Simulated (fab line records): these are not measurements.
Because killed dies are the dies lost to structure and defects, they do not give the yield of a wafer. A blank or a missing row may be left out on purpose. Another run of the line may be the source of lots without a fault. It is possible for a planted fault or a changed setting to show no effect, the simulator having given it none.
8D (eight disciplines) problem report, filled in by code :: flow gf180mcu :: the parts of the form that need people (team, actions taken, sign-off) are left out

== 1. THE PROBLEM ==
SAB_CVD_00_THK at GF_SAB_THK_MEAS_01 reads a mean of 45.6 nm on 2 wafers of 2 lots; wafers without a fault read 50.1 nm with a standard deviation of 0.83. That is -5.4 standard deviations from the usual mean.
Earliest sighting: wafer L877.5 on film-metro-02 at day 16 20:34. At this step, 42 wafers from 14 lots have a number in the record. Rule for "out" (also "out of limits"): further than 4 standard deviations from the usual mean. All remaining wafers that have a number are taken as sound.

== 2. WHAT IT IS, AND WHAT IT ISN'T ==
question: which readings at this step
is: SAB_CVD_00_THK
is not: -

question: which lots
is: L877, L879
is not: L869, L870, L871, L872, L875, L885, L886, L887, L888, L890, L891, L892

question: which wafers of those lots
is: L877.5, L879.6
is not: L877.1, L877.2, L879.2, L879.4

question: read on which gauges
is: film-metro-02
is not: film-metro-01, film-metro-03

question: when
is: from day 16 20:34
is not: up to then (17 sound wafers); but 23 sound wafers of L879, L885, L886, L887, L888, L890, L891, L892 came after

== 3. THE SUSPECTS, EACH WITH WHAT RULES IT OUT ==
Counting: a tool at a process step up to the reading stays a suspect if it ran every lot that is out. Sound lots after the first of them don't rule it out here, since some wafers of a struck lot are sound.
- the gauge at GF_SAB_THK_MEAS_01: kept. All the wafers that are out were read on film-metro-02, and no step on other tools shows them out.
- pecvd-04 at GF_SAB_CVD_00 (deposits SiO2 from TEOS, target thk 50 nm, time 4.9302 s): kept. It processed each lot that is out (first: L877, day 16 20:32); up to then, its last sound lot is L875 (day 16 06:49).
- In pecvd-04 at GF_SAB_CVD_00, the wafers that are out were processed in chamber 2 and their sound lot-mates in chambers 0, 1.
What counting leaves: pecvd-04 at GF_SAB_CVD_00 and film-metro-02 at GF_SAB_THK_MEAS_01.

== 4. THE CAUSE (what the simulator had put in) ==
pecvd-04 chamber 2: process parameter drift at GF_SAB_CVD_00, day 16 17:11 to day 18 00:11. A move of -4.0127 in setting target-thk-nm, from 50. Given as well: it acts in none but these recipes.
This tool is one of the 2 suspects left after counting.

== 5. THE EFFECT CHAIN, in route order ==
Each row: a reading whose mean over the struck wafers that have a number lies more than 3 standard deviations from the usual. Readings are gone through only where the record gives a usual standard deviation; hours: the median, over the lots, of the time from a lot's start at the first step in this table giving one to that lot's start at this step; sigmas: the change measured in usual standard deviations.
hours: 0
step: GF_SAB_THK_MEAS_01
reading: SAB_CVD_00_THK
usual: 50.1 nm
on struck wafers: 45.6
change: -4.5
sigmas: -5.4
Later steps that measure or inspect, where all struck wafers having a row at the step show a number for every such reading and not one has moved that far: GF_CONTACT_THK_MEAS_03.

== 6. WHAT WOULD HAVE CAUGHT IT SOONER ==
In this record the first reading out of limits at a measuring or inspecting step was taken at day 16 20:34, 3 hours after the fault began at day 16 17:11.
An alarm limit of 4 standard deviations would not have fired on the tool readings at GF_SAB_CVD_00 for which the record gives a usual standard deviation, since none of them was out on any struck wafer.
Of the lots that are out (2), L879 began GF_SAB_CVD_00 on pecvd-04 after day 16 20:34. It would have been spared by a hold on the tool at that moment.
